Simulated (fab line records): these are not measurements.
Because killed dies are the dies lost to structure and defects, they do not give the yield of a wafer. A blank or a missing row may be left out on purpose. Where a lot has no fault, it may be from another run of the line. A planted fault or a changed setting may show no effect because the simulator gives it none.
A lot that was struck, set against a sound lot	flow sky130	15 out of 708 route steps
Sound: the wafers L155.4, L155.5, L155.6. Wafers struck: L151.1, L151.2, L151.6. The cause is given at the end.
Each step with rows lists, per side, the tool, then ch with its chambers, then its first start. Under that, the readings that differ: sound wafers	struck wafers	difference of the means	sigmas: that difference in standard deviations of wafers without a fault.
alike: a reading whose means differ by less than 2 such deviations, as well as words and numbers matching on both sides. not compared: withheld readings; readings where some wafer has no value; bounds like >300 that might hide an equal value; numbers whose values overlap and for which the record gives no deviation.
Wherever a step has rows on one side only, a row that says differs or no value, or a row with sigmas, the two part there. Non-overlapping numbers with no deviation appear without sigmas and do not part them. A reading missing from all wafers of one side parts the sides only when that side holds two or more wafers.

SKY_CAP2M_THK_MEAS_01:
  sound: film_metro-01 at day 44 12:09; struck: film_metro-04 at day 43 09:58
  alike: CAP2M_CVD_00_THK
SKY_CAP2M_SPUTTER_02: material TiN, target thk 200 nm, time 166.7 s.
  sound: pvd_sputter-01 at day 44 12:11; struck: pvd_sputter-04 at day 43 10:02
  alike: throttle_valve_pct
SKY_CAP2M_RS_MEAS_03: measurement is done with a four-point probe.
  sound: film_metro-03 at day 44 12:21; struck: film_metro-01 at day 43 10:08
  alike: CAP2M_TIN_RS
SKY_CAP2M_THK_MEAS_04: measures by xrf.
  sound: film_metro-03 at day 44 12:26; struck: film_metro-01 at day 43 10:16
  alike: CAP2M_TIN_THK
then, 7 steps without rows for these wafers: SKY_CAP2M_DEHYDRATE_05 (time 60 s); SKY_CAP2M_HMDS_06 (prime time 60 s); SKY_CAP2M_COAT_07 (resist thk 1140 nm); SKY_CAP2M_SOFTBAKE_08 (time 60 s); SKY_CAP2M_EXPOSE_09 (exposes mask CAP2M, target cd 1000 nm); SKY_CAP2M_PEB_10; SKY_CAP2M_DEVELOP_11 (develop time 60 s).
SKY_CAP2M_OVL_MEAS_12:
  sound: overlay-01 at day 45 10:18; struck: overlay-02 at day 44 08:41
reading	sound	struck	difference	sigmas
CAP2M_OVL (nm)	-4.0 -3.4 -2.8	0.1 -0.8 -0.1	+3.1	+2
SKY_CAP2M_METAL_ETCH_13: etches TiN in Cl2/BCl3, stops on SiO2, target depth 220 nm, time 62.9 s.
  sound on rie_metal-01 ch 0,1, day 45 10:21; struck on rie_metal-03 ch 0,1, day 44 08:43
  no value came back on the struck wafers for any of 7 readings (bcl3_flow_sccm (sccm), bias_w (W) and others); on the sound wafers bcl3_flow_sccm (sccm) reads 30.02 30.01 30.01
reading	sound	struck	difference	sigmas
model.NOVOLAK_of_CAP2M_COAT_07.thk_nm (nm)	996.8 992.8 1000	1141 1139 1142	+144	
  not compared: rf_hours_counter_h
SKY_CAP2M_STRIP_14: strips in O2/N2.
  sound on plasma_asher-02 ch 0,1, day 45 10:26; struck on plasma_asher-02 ch 0,1, day 44 08:47
reading	sound	struck	difference	sigmas
strip_time_to_endpoint_s (s)	12.68 12.65 12.74	14.20 14.16 14.21	+1.50	+28
  alike: drypump_motor_current_A, oes_product_au
  not compared: rf_hours_counter_h
then, 1 step without rows for these wafers: SKY_CAP2M_STRIP_15 (strips in post etch residue remover, time 1200 s).

== WHERE THEY PART ==
First at SKY_CAP2M_OVL_MEAS_12; last, within this record, at SKY_CAP2M_STRIP_14.

WHY: the cause the simulator had injected
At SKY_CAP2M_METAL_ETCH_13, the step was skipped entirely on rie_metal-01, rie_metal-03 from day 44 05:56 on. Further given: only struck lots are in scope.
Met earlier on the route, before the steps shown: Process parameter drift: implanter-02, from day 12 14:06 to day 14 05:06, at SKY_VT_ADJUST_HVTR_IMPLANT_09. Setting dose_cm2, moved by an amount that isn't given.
